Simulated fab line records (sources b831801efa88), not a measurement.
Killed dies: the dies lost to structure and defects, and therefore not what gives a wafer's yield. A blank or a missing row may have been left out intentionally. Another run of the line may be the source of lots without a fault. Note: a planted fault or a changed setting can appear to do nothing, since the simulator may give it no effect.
Which tool did it? + flow sky130 + 12 lots with 36 wafers sampled at 5 steps, on a route of 708 steps

## WHAT EACH GAUGE READ, for each wafer
SKY_NWELL_OVL_MEAS_23. Usual: NWELL_01_OVL -0.1 nm, standard deviation 1.4.
| lot  | measured     | on         | NWELL_01_OVL (nm) | flag |
|------|--------------|------------|-------------------|------|
| L527 | day 5 14:39  | overlay-01 | -0.6 0.4 1.2      |      |
| L528 | day 5 16:28  | overlay-02 | 1.9 1.9 0.9       |      |
| L529 | day 6 01:06  | overlay-01 | -0.8 -0.8 -0.3    |      |
| L530 | day 6 07:30  | overlay-02 | 1.4 0.2 1.7       |      |
| L531 | day 6 13:34  | overlay-01 | -0.8 1.0 -2.0     |      |
| L533 | day 7 01:19  | overlay-02 | 0.2 2.4 0.0       |      |
| L535 | day 7 16:18  | overlay-02 | 0.5 0.5 0.3       |      |
| L537 | day 7 23:11  | overlay-02 | 0.7 -1.5 -0.3     |      |
| L539 | day 8 16:21  | overlay-02 | -1.0 -1.7 -2.0    |      |
| L545 | day 10 00:35 | overlay-02 | -0.1 0.6 1.2      |      |
| L547 | day 10 14:24 | overlay-01 | 1.4 -0.9 -2.8     |      |
| L548 | day 10 18:28 | overlay-01 | 1.1 1.3 0.5       |      |

SKY_NWELL_RS_MEAS_29: measures by four-point-probe. Usual: NWELL_RS 625.0 ohm/sq, standard deviation 1.6.
| lot  | measured     | on            | NWELL_RS (ohm/sq)                   | flag |
|------|--------------|---------------|-------------------------------------|------|
| L527 | day 5 15:13  | film_metro-01 | 625.0 626.8 625.9                   |      |
| L528 | day 5 16:58  | film_metro-02 | 624.6 622.4 622.5                   |      |
| L529 | day 6 01:37  | film_metro-01 | 624.9 624.2 626.2                   |      |
| L530 | day 6 08:02  | film_metro-04 | 624.3 625.1 625.1                   |      |
| L531 | day 6 14:11  | film_metro-04 | 625.1 626.9 626.3                   |      |
| L533 | day 7 01:49  | film_metro-04 | 626.1 626.5 626.4                   |      |
| L535 | day 7 16:49  | film_metro-02 | 626.6 627.1 626.2                   |      |
| L537 | day 7 23:41  | film_metro-02 | 626.0 627.6 626.0                   |      |
| L539 | day 8 16:53  | film_metro-04 | 624.5 623.9 625.0                   |      |
| L545 | day 10 01:07 | film_metro-01 | 617.9 617.0 618.3 618.0 619.2 617.2 | OFF  |
| L547 | day 10 14:56 | film_metro-04 | 623.6 623.6 625.2                   |      |
| L548 | day 10 19:00 | film_metro-01 | 616.8 616.1 617.1 616.4 615.6 617.8 | OFF  |

SKY_VT_ADJUST_NCORE_CD_MEAS_07 targets a cd of 380 nm. Usual: 380.6 nm for cd_nm, sd 2.
| lot  | measured     | on        | cd_nm (nm)        | flag |
|------|--------------|-----------|-------------------|------|
| L527 | day 8 21:42  | cd_sem-01 | 382.3 382.5 385.2 |      |
| L528 | day 9 00:14  | cd_sem-01 | 378.0 379.6 378.9 |      |
| L529 | day 9 10:40  | cd_sem-02 | 382.7 379.3 380.5 |      |
| L530 | day 9 17:11  | cd_sem-02 | 380.6 383.5 382.3 |      |
| L531 | day 10 00:43 | cd_sem-01 | 382.4 380.7 381.3 |      |
| L533 | day 10 15:17 | cd_sem-02 | 381.7 382.4 383.1 |      |
| L535 | day 11 07:49 | cd_sem-02 | 380.6 377.7 381.0 |      |
| L537 | day 11 15:47 | cd_sem-01 | 379.3 379.8 377.3 |      |
| L539 | day 12 11:20 | cd_sem-01 | 380.8 381.5 381.4 |      |
| L545 | day 14 00:54 | cd_sem-01 | 380.8 379.5 381.4 |      |
| L547 | day 14 18:07 | cd_sem-01 | 378.1 377.3 377.2 |      |
| L548 | day 14 23:00 | cd_sem-01 | 382.5 380.5 383.1 |      |

## TOOL THAT RAN EACH LOT (tool first, then ch and the chambers of the sampled wafers, then the start)
| lot  | SKY_FIELD_ISO_ETCH_15             | SKY_NWELL_IMPLANT_13           |
|------|-----------------------------------|--------------------------------|
| L527 | rie_diel-02 ch 0,1, day 2 12:02   | implanter-02 ch 0, day 4 20:09 |
| L528 | rie_diel-03 ch 1,2,3, day 2 15:16 | implanter-03 ch 0, day 4 22:14 |
| L529 | rie_diel-01 ch 2,3, day 2 20:55   | implanter-04 ch 0, day 5 07:13 |
| L530 | rie_diel-02 ch 0,2,3, day 3 01:10 | implanter-03 ch 0, day 5 13:29 |
| L531 | rie_diel-01 ch 0,3, day 3 07:25   | implanter-02 ch 0, day 5 18:33 |
| L533 | rie_diel-02 ch 0,1,2, day 3 17:25 | implanter-03 ch 0, day 6 06:23 |
| L535 | rie_diel-03 ch 1,2, day 4 03:44   | implanter-02 ch 0, day 6 19:54 |
| L537 | rie_diel-03 ch 0,2, day 4 12:32   | implanter-03 ch 0, day 7 02:21 |
| L539 | rie_diel-03 ch 1,2,3, day 5 02:37 | implanter-04 ch 0, day 7 19:56 |
| L545 | rie_diel-01 ch 0,1,2, day 6 06:52 | implanter-04 ch 0, day 9 02:45 |
| L547 | rie_diel-02 ch 0,2,3, day 6 18:33 | implanter-03 ch 0, day 9 16:17 |
| L548 | rie_diel-03 ch 0,1, day 6 23:57   | implanter-04 ch 0, day 9 19:51 |
- SKY_FIELD_ISO_ETCH_15: etches the open film in CHF3/O2, stops on Si, target depth 180 nm, time 72 s.
- SKY_NWELL_IMPLANT_13

## WHAT THE TOOLS THEMSELVES READ (means of the sampled wafers that have a number; where no wafer has one, the mark that the record gives instead)
SKY_FIELD_ISO_ETCH_15. Usual: drypump_motor_current_A 5.8 A, standard deviation 0.53; oes_product_au 0.941 a.u., standard deviation 0.007; throttle_valve_pct 8.843 %, standard deviation 0.0086.
| lot  | tool        | drypump_motor_current_A (A) | oes_product_au (a.u.) | throttle_valve_pct (%) | flag |
|------|-------------|-----------------------------|-----------------------|------------------------|------|
| L527 | rie_diel-02 | 5.4                         | 0.934                 | 8.845                  |      |
| L528 | rie_diel-03 | 6.3                         | 0.936                 | 8.842                  |      |
| L529 | rie_diel-01 | 5.2                         | 0.935                 | 8.835                  |      |
| L530 | rie_diel-02 | 5.5                         | 0.948                 | 8.840                  |      |
| L531 | rie_diel-01 | 5.2                         | 0.935                 | 8.840                  |      |
| L533 | rie_diel-02 | 5.6                         | 0.937                 | 8.850                  |      |
| L535 | rie_diel-03 | 6.4                         | 0.942                 | 8.837                  |      |
| L537 | rie_diel-03 | 5.7                         | 0.941                 | 8.845                  |      |
| L539 | rie_diel-03 | 6.4                         | 0.937                 | 8.837                  |      |
| L545 | rie_diel-01 | 5.7                         | 0.945                 | 8.841                  |      |
| L547 | rie_diel-02 | 5.5                         | 0.943                 | 8.846                  |      |
| L548 | rie_diel-03 | 6.0                         | 0.948                 | 8.848                  |      |

SKY_NWELL_IMPLANT_13. Usual: beam_on_s 10.01 s, standard deviation 0.19; dose_ions_cm2 6.997e+11, standard deviation 7.3e+08; faraday_current_uA 3.94, standard deviation 0.077.
| lot  | tool         | beam_on_s (s) | dose_ions_cm2 | faraday_current_uA | flag |
|------|--------------|---------------|---------------|--------------------|------|
| L527 | implanter-02 | 10.09         | 6.999e+11     | 3.93               |      |
| L528 | implanter-03 | 9.93          | 7.005e+11     | 3.98               |      |
| L529 | implanter-04 | 9.78          | 6.994e+11     | 4.04               |      |
| L530 | implanter-03 | 10.01         | 7.000e+11     | 3.94               |      |
| L531 | implanter-02 | 10.07         | 6.997e+11     | 3.92               |      |
| L533 | implanter-03 | 10.09         | 6.997e+11     | 3.90               |      |
| L535 | implanter-02 | 10.10         | 6.995e+11     | 3.90               |      |
| L537 | implanter-03 | 9.85          | 6.996e+11     | 4.01               |      |
| L539 | implanter-04 | 9.83          | 6.984e+11     | 4.02               |      |
| L545 | implanter-04 | 9.99          | 9.868e+11     | 5.58               | OFF  |
| L547 | implanter-03 | 10.06         | 7.001e+11     | 3.93               |      |
| L548 | implanter-04 | 9.91          | 9.863e+11     | 5.62               | OFF  |

## THE ANSWER, worked out from the rows above alone
Rule: a lot is off if the mean of its wafers that have a number lies more than 3 standard deviations from the usual mean. A lot without any number at a reading at which 4 lots or more have one is off too. Any other lot the step has rows for is counted as sound. After the gauges, taken in route order, come the tools' own readings; for these a lot's mean is taken, as printed above. The first step at which some lot is off is used, and at that step the reading that is off furthest; a lot without a number counts as furthest.
Off: L545, L548, seen at SKY_NWELL_RS_MEAS_29 (NWELL_RS).
If a tool, at a process step before that reading, ran all the lots that are off and no sound lot after the first of them, it fits. The gauges at SKY_NWELL_RS_MEAS_29 aren't tried: what is off there is off at SKY_NWELL_IMPLANT_13 too, on other tools, and a gauge's error can't cause that. One fits: implanter-04 at SKY_NWELL_IMPLANT_13. A fault onset in the window from L539 (day 7 19:56, its last sound lot) to L545 (day 9 02:45, its first lot off) fits.
The tool's own readings at SKY_NWELL_IMPLANT_13 bear it out: on the lots that are off they differ by more than 5 times the standard deviation of the sound lots' means. dose_ions_cm2 reads 9.866e+11 there against 6.997e+11 on the sound lots; faraday_current_uA reads 5.60 there against 3.96 on the sound lots.

## WHAT THE SIMULATOR PUT IN
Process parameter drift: implanter-04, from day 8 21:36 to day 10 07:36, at SKY_NWELL_IMPLANT_13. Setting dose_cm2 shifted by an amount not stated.
Shown lots that were struck: L545, L548. This agrees with what the rule above found.
